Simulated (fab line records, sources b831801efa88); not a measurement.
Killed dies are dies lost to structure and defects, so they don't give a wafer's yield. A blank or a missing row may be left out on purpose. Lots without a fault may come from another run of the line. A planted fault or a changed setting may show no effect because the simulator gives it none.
Which tool did it? | flow gf180mcu | 12 lots, 36 wafers sampled, at 5 steps of a route of 602

WHAT THE GAUGES READ, wafer by wafer
GF_SAB_CD_MEAS_09: target cd 420 nm. Usual: cd_nm 420.4 nm, standard deviation 1.7.
lot  | measured     | on        | cd_nm (nm)                          | flag
L214 | day 14 23:51 | cd_sem-01 | 419.5 422.2 420.8                   |
L215 | day 15 06:35 | cd_sem-01 | 420.3 419.6 418.2                   |
L217 | day 16 04:06 | cd_sem-01 | 420.8 422.5 419.7                   |
L218 | day 16 11:32 | cd_sem-02 | 421.4 418.2 421.8                   |
L220 | day 17 05:43 | cd_sem-02 | 421.4 422.8 421.9                   |
L221 | day 17 15:36 | cd_sem-02 | 418.1 417.8 418.9                   |
L222 | day 18 03:12 | cd_sem-02 | 420.6 417.8 419.1                   |
L223 | day 18 09:14 | cd_sem-02 | 421.3 420.2 420.5                   |
L225 | day 19 04:12 | cd_sem-01 | 419.3 419.2 419.0                   |
L232 | day 21 16:46 | cd_sem-02 | 428.6 427.6 428.3 428.6 427.4 428.2 | OFF
L233 | day 21 20:28 | cd_sem-01 | 428.5 430.5 427.4 428.6 430.7 427.0 | OFF
L235 | day 22 13:23 | cd_sem-02 | 421.5 422.0 421.2                   |

GF_SALICIDE_RS_MEAS_04: measures by four-point-probe. Usual: SALICIDE_TIN_RS 16.29 ohm/sq, standard deviation 0.27.
lot  | measured     | on            | SALICIDE_TIN_RS (ohm/sq) | flag
L214 | day 15 00:25 | film_metro-02 | 16.15 16.40 16.41        |
L215 | day 15 07:08 | film_metro-02 | 15.99 16.15 16.08        |
L217 | day 16 04:39 | film_metro-04 | 16.33 16.25 16.43        |
L218 | day 16 12:05 | film_metro-03 | 16.53 16.19 16.45        |
L220 | day 17 06:16 | film_metro-04 | 16.39 15.99 16.28        |
L221 | day 17 16:09 | film_metro-02 | 16.15 16.01 16.51        |
L222 | day 18 03:46 | film_metro-04 | 15.93 16.17 16.34        |
L223 | day 18 09:58 | film_metro-04 | 15.86 16.06 16.28        |
L225 | day 19 04:54 | film_metro-04 | 16.46 16.06 16.07        |
L232 | day 21 23:11 | film_metro-04 | 16.58 16.27 16.69        |
L233 | day 22 02:15 | film_metro-03 | 16.40 15.98 16.33        |
L235 | day 22 13:56 | film_metro-03 | 16.57 16.76 16.57        |

WHICH TOOL RAN EACH LOT (tool, then ch and the chambers of the sampled wafers, then the start)
lot  | GF_PSD_RTA_13                    | GF_SAB_COAT_04                    | GF_SAB_STRIP_13
L214 | rtp_anneal-01 ch 0, day 14 02:47 | litho_track-01 ch 0, day 14 13:09 | plasma_asher-02 ch 0,1, day 15 00:10
L215 | rtp_anneal-02 ch 0, day 14 09:47 | litho_track-02 ch 0, day 14 20:02 | plasma_asher-02 ch 0,1, day 15 06:52
L217 | rtp_anneal-02 ch 0, day 15 06:29 | litho_track-01 ch 0, day 15 17:30 | plasma_asher-03 ch 0,1, day 16 04:24
L218 | rtp_anneal-02 ch 0, day 15 13:23 | litho_track-01 ch 0, day 16 00:33 | plasma_asher-01 ch 0,1, day 16 11:50
L220 | rtp_anneal-01 ch 0, day 16 07:14 | litho_track-01 ch 0, day 16 18:21 | plasma_asher-03 ch 0,1, day 17 06:01
L221 | rtp_anneal-02 ch 0, day 16 16:34 | litho_track-03 ch 0, day 17 03:55 | plasma_asher-03 ch 0,1, day 17 15:55
L222 | rtp_anneal-02 ch 0, day 17 03:37 | litho_track-01 ch 0, day 17 15:03 | plasma_asher-01 ch 0,1, day 18 03:31
L223 | rtp_anneal-01 ch 0, day 17 09:32 | litho_track-01 ch 0, day 17 21:33 | plasma_asher-02 ch 0,1, day 18 09:40
L225 | rtp_anneal-02 ch 0, day 18 05:31 | litho_track-03 ch 0, day 18 16:31 | plasma_asher-01 ch 0,1, day 19 04:40
L232 | rtp_anneal-01 ch 0, day 20 16:07 | litho_track-02 ch 0, day 21 04:04 | plasma_asher-01 ch 0,1, day 21 22:55
L233 | rtp_anneal-01 ch 0, day 20 20:52 | litho_track-02 ch 0, day 21 09:04 | plasma_asher-01 ch 0, day 22 01:59
L235 | rtp_anneal-01 ch 0, day 21 13:44 | litho_track-03 ch 0, day 22 01:31 | plasma_asher-03 ch 0, day 22 13:42
- GF_PSD_RTA_13: time 20 s.
- GF_SAB_COAT_04: resist thk 1000 nm.
- GF_SAB_STRIP_13: strips in O2/N2.

WHAT THE TOOLS THEMSELVES READ (means of the sampled wafers that have a number; where no wafer has one, the mark that the record gives instead)
GF_PSD_RTA_13. Usual: lamp_power_pct 30.8 %, standard deviation 0.57; wafer_temp_C_max 1030.5, standard deviation 1.5.
lot  | tool          | lamp_power_pct (%) | wafer_temp_C_max | flag
L214 | rtp_anneal-01 | 29.8               | 1032.8           |
L215 | rtp_anneal-02 | 31.2               | 1029.3           |
L217 | rtp_anneal-02 | 31.2               | 1031.4           |
L218 | rtp_anneal-02 | 31.1               | 1030.1           |
L220 | rtp_anneal-01 | 29.8               | 1032.9           |
L221 | rtp_anneal-02 | 31.2               | 1029.6           |
L222 | rtp_anneal-02 | 31.2               | 1029.5           |
L223 | rtp_anneal-01 | 29.8               | 1032.8           |
L225 | rtp_anneal-02 | 31.1               | 1029.4           |
L232 | rtp_anneal-01 | 29.8               | 1032.1           |
L233 | rtp_anneal-01 | 29.9               | 1031.3           |
L235 | rtp_anneal-01 | 29.9               | 1034.7           |

GF_SAB_STRIP_13. Usual: drypump_motor_current_A 5.7 A, standard deviation 0.37; heater_power_w 335 W, standard deviation 23; oes_product_au 0.709 a.u., standard deviation 0.0046; strip_time_to_endpoint_s 12.60 s, standard deviation 0.036.
lot  | tool            | drypump_motor_current_A (A) | heater_power_w (W) | oes_product_au (a.u.) | strip_time_to_endpoint_s (s) | flag
L214 | plasma_asher-02 | 5.9                         | 317                | 0.703                 | 12.60                        |
L215 | plasma_asher-02 | 6.1                         | 306                | 0.710                 | 12.62                        |
L217 | plasma_asher-03 | 5.3                         | 357                | 0.710                 | 12.62                        |
L218 | plasma_asher-01 | 5.6                         | 342                | 0.708                 | 12.60                        |
L220 | plasma_asher-03 | 5.5                         | 337                | 0.712                 | 12.56                        |
L221 | plasma_asher-03 | 5.5                         | 333                | 0.707                 | 12.53                        |
L222 | plasma_asher-01 | 5.5                         | 345                | 0.709                 | 12.57                        |
L223 | plasma_asher-02 | 5.9                         | 320                | 0.708                 | 12.61                        |
L225 | plasma_asher-01 | 5.8                         | 348                | 0.711                 | 12.61                        |
L232 | plasma_asher-01 | 5.8                         | 352                | 0.708                 | 13.48                        | OFF
L233 | plasma_asher-01 | 6.0                         | 355                | 0.706                 | 13.42                        | OFF
L235 | plasma_asher-03 | 5.8                         | 321                | 0.708                 | 12.62                        |

THE ANSWER, worked out from the rows above alone
Rule: a lot is off if the mean of its wafers that have a number lies more than 3 standard deviations from the usual mean. A lot without any number at a reading at which 4 lots or more have one is off too. The other lots that the step has rows for count as sound. The gauges are gone through in route order, then the tools' own readings, and for those a lot's mean is taken as printed above. The first step at which some lot is off is used, and at that step the reading that is off furthest; a lot without a number counts as furthest.
Off: L232, L233, at GF_SAB_CD_MEAS_09 (cd_nm).
A tool fits if, at a process step before that reading, it ran every lot that is off, and no sound lot after the first of them. The gauges at GF_SAB_CD_MEAS_09 aren't tried: what is off there is off at GF_SAB_STRIP_13 too, on other tools, and a gauge's error can't cause that. One fits: litho_track-02 at GF_SAB_COAT_04. Its last sound lot is L215 (day 14 20:02), its first lot that is off L232 (day 21 04:04): a fault that began between those two fits.

WHAT THE SIMULATOR HAD PUT IN
Process parameter drift: litho_track-02, from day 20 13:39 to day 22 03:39, at GF_SAB_COAT_04. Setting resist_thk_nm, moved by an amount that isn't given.
Lots struck among those shown: L232, L233. The rule above found the same.
